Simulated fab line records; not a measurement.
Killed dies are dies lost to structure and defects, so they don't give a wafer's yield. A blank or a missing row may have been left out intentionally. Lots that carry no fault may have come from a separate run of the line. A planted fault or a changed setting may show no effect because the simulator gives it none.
A lot that was struck, set against a sound lot :: flow sky130 :: 36 steps out of a route of 708
Sound: wafers L485.1, L485.2, L485.3. Struck: wafers L495.2, L495.3, L495.6. The cause is given at the end.
For every step that has rows: the tool of each side, followed by ch and its chambers, followed by its first start. Under that, the readings that differ: sound wafers :: struck wafers :: difference of the means :: sigmas: that difference in standard deviations of wafers without a fault.
alike: readings whose means differ by less than 2 such deviations, and words and numbers that are the same on both sides. not compared: withheld readings, readings that some wafer has no value for, bounds like >300 that may hide the same value, and numbers for which the record gives no deviation and whose values overlap.
Wherever a step has rows on one side only, a row that says differs or no value, or a row with sigmas, the two part there. When numbers do not overlap yet have no deviation, they are printed without sigmas and do not part them. A reading missing from all wafers of one side parts the sides only when that side holds two or more wafers.

first, 10 steps without rows for these wafers: SKY_VIA4_CMP_02 (polishes SiO2); SKY_VIA4_DEHYDRATE_04 (time 60 s); SKY_VIA4_HMDS_05 (prime time 60 s); SKY_VIA4_COAT_06 (resist thk 1140 nm); SKY_VIA4_SOFTBAKE_07 (time 60 s); SKY_VIA4_EXPOSE_08 (exposes mask VIM4, target cd 800 nm); SKY_VIA4_PEB_09; SKY_VIA4_DEVELOP_10 (develop time 60 s); SKY_VIA4_ETCH_12 (etches SiO2 in C4F8/O2/Ar, stops on TiN, target depth 580 nm); SKY_VIA4_STRIP_13 (strips in O2/N2).
SKY_VIA4_STRIP_14: strips in post etch residue remover, time 1200 s.
  sound on wet-bench-03 ch 2, day 45 03:56; struck on wet-bench-03 ch 2, day 47 20:02
  alike: bath-heat-duty-pct
then, 24 steps without rows for these wafers: SKY_VIA4_CLEAN_15 (cleans in IPA, time 180 s); SKY_VIA4_CLEAN_16 (cleans in O3/DIW); SKY_VIA4_SPUTTER_17 (material TiN, target thk 20 nm, time 80 s); SKY_VIA4_CVD_18 (deposits W, target thk 505 nm, time 152.14 s); SKY_VIA4_CMP_21 (polishes, stops on SiO2, t overpolish 25 s, target thk 0 nm); SKY_METAL5_SPUTTER_00 (material Ti, target thk 15 nm, time 10 s); SKY_METAL5_SPUTTER_01 (material TiN, target thk 20 nm, time 16.7 s); SKY_METAL5_SPUTTER_02 (material AlCu, target thk 1150 nm, time 61.2 s); SKY_METAL5_SPUTTER_03 (material Ti, target thk 5 nm, time 3.3 s); SKY_METAL5_SPUTTER_04 (material TiN, target thk 70 nm, time 58.3 s); SKY_METAL5_DEHYDRATE_07 (time 60 s); SKY_METAL5_HMDS_08 (prime time 60 s); SKY_METAL5_COAT_09 (resist thk 1800 nm); SKY_METAL5_SOFTBAKE_10 (time 60 s); SKY_METAL5_EXPOSE_11 (exposes mask MM5, target cd 1600 nm); SKY_METAL5_PEB_12; SKY_METAL5_DEVELOP_13 (develop time 60 s); SKY_METAL5_DESCUM_14 (chemistry O2, time 11 s); SKY_METAL5_METAL_ETCH_15 (etches the open film in Cl2/BCl3, stops on SiO2, target depth 1260 nm, time 252 s); SKY_METAL5_STRIP_16 (strips in O2/N2); SKY_METAL5_STRIP_17 (strips in post etch residue remover, time 1200 s); SKY_METAL5_CLEAN_18 (cleans in IPA, time 180 s); SKY_METAL5_CLEAN_19 (cleans in O3/DIW); SKY_PASSIVATION_CVD_00 (deposits SiO2, target thk 90 nm).
-- the record jumps here: 2 days lie between the struck wafers' starts before and after (it left off in module PASSIVATION and takes up again in module PAD_OPEN, whose first step shown is number 708 of the route) --
SKY_PAD_OPEN_PROBE_99:
  sound on prober-02 at day 47 22:59; struck on prober-01 at day 50 05:32
reading: defect-limited-yield (%)
sound: 82.3 82.7 81.3
struck: 70.9 71.7 74.8
difference: -9.6
sigmas: -5

reading: killed_at_M4_up
sound: 2 3 4
struck: 53 58 58
difference: +53
sigmas: +31

reading: killed-dies
sound: 87 85 92
struck: 143 139 124
difference: +47
sigmas: +5

reading: sort_bin_3_pad_short (%)
sound: 0.4 0.6 0.8
struck: 2.6 3.9 3.0
difference: +2.6
sigmas: +6

reading: sort_bin_5_function (%)
sound: 10.8 11.6 11.2
struck: 17.9 16.1 15.0
difference: +5.1
sigmas: +4

reading: sort-n-pass
sound: 405 407 400
struck: 349 353 368
difference: -47
sigmas: -5

reading: sort-yield-pct (%)
sound: 82.3 82.7 81.3
struck: 70.9 71.7 74.8
difference: -9.6
sigmas: -5

reading: model.etest.tester.sort-n-pass
sound: 405 407 400
struck: 349 353 368
difference: -47
sigmas: 

reading: model.etest.tester.sort-yield-pct (%)
sound: 82.32 82.72 81.3
struck: 70.94 71.75 74.8
difference: -9.62
sigmas: 

reading: model.etest.tester.sort_bin_5_pct (%)
sound: 10.77 11.59 11.18
struck: 17.89 16.06 15.04
difference: +5.15
sigmas: 

reading: model.etest.tester.sort_bin_3_pct (%)
sound: 0.4065 0.6098 0.813
struck: 2.642 3.862 3.049
difference: +2.575
sigmas: 
  alike: killed_at_M0_to_M3, killed-at-contacts, killed-at-front-end, killed-at-other, killed-open, killed-short, sort_bin_6_memory

== WHERE THEY PART ==
Only at SKY_PAD_OPEN_PROBE_99, within this record.

WHY: what had been put in by the simulator
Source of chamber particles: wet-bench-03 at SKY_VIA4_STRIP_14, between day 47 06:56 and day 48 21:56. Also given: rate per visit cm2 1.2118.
